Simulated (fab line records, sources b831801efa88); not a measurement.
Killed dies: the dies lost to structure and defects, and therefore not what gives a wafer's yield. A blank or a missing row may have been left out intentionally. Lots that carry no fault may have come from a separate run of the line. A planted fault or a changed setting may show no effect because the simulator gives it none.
Matching of chambers :: flow sky130 :: SKY_CONTACT_CMP_27 on cmp-02: 4 sister chambers
The step polishes, stops on SiO2, t overpolish 15 s, target thk 0 nm. 8 wafers are shown with their chamber, then 12 later ones without.

## EACH WAFER AND ITS CHAMBER
wafer: L084.5
chamber: 2
motor-current-A (A): 11.3
time-to-endpoint-s (s): 80

wafer: L086.4
chamber: 3
motor-current-A (A): 13.3
time-to-endpoint-s (s): 78

wafer: L086.5
chamber: 2
motor-current-A (A): 11.1
time-to-endpoint-s (s): 84

wafer: L087.4
chamber: 3
motor-current-A (A): 13.2
time-to-endpoint-s (s): 85

wafer: L088.6
chamber: 0
motor-current-A (A): 10.1
time-to-endpoint-s (s): 75

wafer: L090.1
chamber: 0
motor-current-A (A): 10.1
time-to-endpoint-s (s): 79

wafer: L090.2
chamber: 1
motor-current-A (A): 11.3
time-to-endpoint-s (s): 86

wafer: L090.6
chamber: 1
motor-current-A (A): 10.4
time-to-endpoint-s (s): 88

## WAFERS WITH NO CHAMBER GIVEN
wafer: L091.1
motor-current-A (A): 11.3
time-to-endpoint-s (s): 83

wafer: L091.2
motor-current-A (A): 12.7
time-to-endpoint-s (s): 78

wafer: L091.5
motor-current-A (A): 11.2
time-to-endpoint-s (s): 92

wafer: L093.1
motor-current-A (A): 12.2
time-to-endpoint-s (s): 87

wafer: L093.3
motor-current-A (A): 11.1
time-to-endpoint-s (s): 89

wafer: L093.6
motor-current-A (A): 13.2
time-to-endpoint-s (s): 85

wafer: L095.4
motor-current-A (A): 13.3
time-to-endpoint-s (s): 82

wafer: L095.5
motor-current-A (A): 9.9
time-to-endpoint-s (s): 81

wafer: L095.6
motor-current-A (A): 11.5
time-to-endpoint-s (s): 89

wafer: L096.3
motor-current-A (A): 11.0
time-to-endpoint-s (s): 91

wafer: L096.4
motor-current-A (A): 11.6
time-to-endpoint-s (s): 89

wafer: L096.6
motor-current-A (A): 12.5
time-to-endpoint-s (s): 78

## WHICH CHAMBER EACH ONE RAN IN
wafer: L091.1
from the rows above: can't be placed: 2 or 1
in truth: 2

wafer: L091.2
from the rows above: 3
in truth: 3

wafer: L091.5
from the rows above: can't be placed: 1 or 2
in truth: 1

wafer: L093.1
from the rows above: can't be placed: 2 or 3 or 1
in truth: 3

wafer: L093.3
from the rows above: can't be placed: 1 or 2
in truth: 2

wafer: L093.6
from the rows above: 3
in truth: 3

wafer: L095.4
from the rows above: 3
in truth: 3

wafer: L095.5
from the rows above: 0
in truth: 0

wafer: L095.6
from the rows above: can't be placed: 1 or 2
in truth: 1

wafer: L096.3
from the rows above: can't be placed: 1 or 2
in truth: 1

wafer: L096.4
from the rows above: can't be placed: 1 or 2
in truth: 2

wafer: L096.6
from the rows above: can't be placed: 3 or 2
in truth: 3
Correct placement for 4 of the 12. Unplaceable from these rows: 8, with the true chamber sitting among the candidates in 8. Placed wrongly: 0.
How it was worked out, from the rows above alone: a wafer's distance from a chamber is the root of the sum, over the readings, of the square of ((its reading less the chamber's mean) divided by the reading's scatter). The wafer belongs to the nearest chamber; if the next one is less than 2 further off, it can't be placed. For every chamber, the mean is computed from those of its wafers that are shown. How the scatter is found: for the shown wafers, subtract from each reading the mean of its chamber, square and add these, divide the total by (wafers less chambers), then take the root.
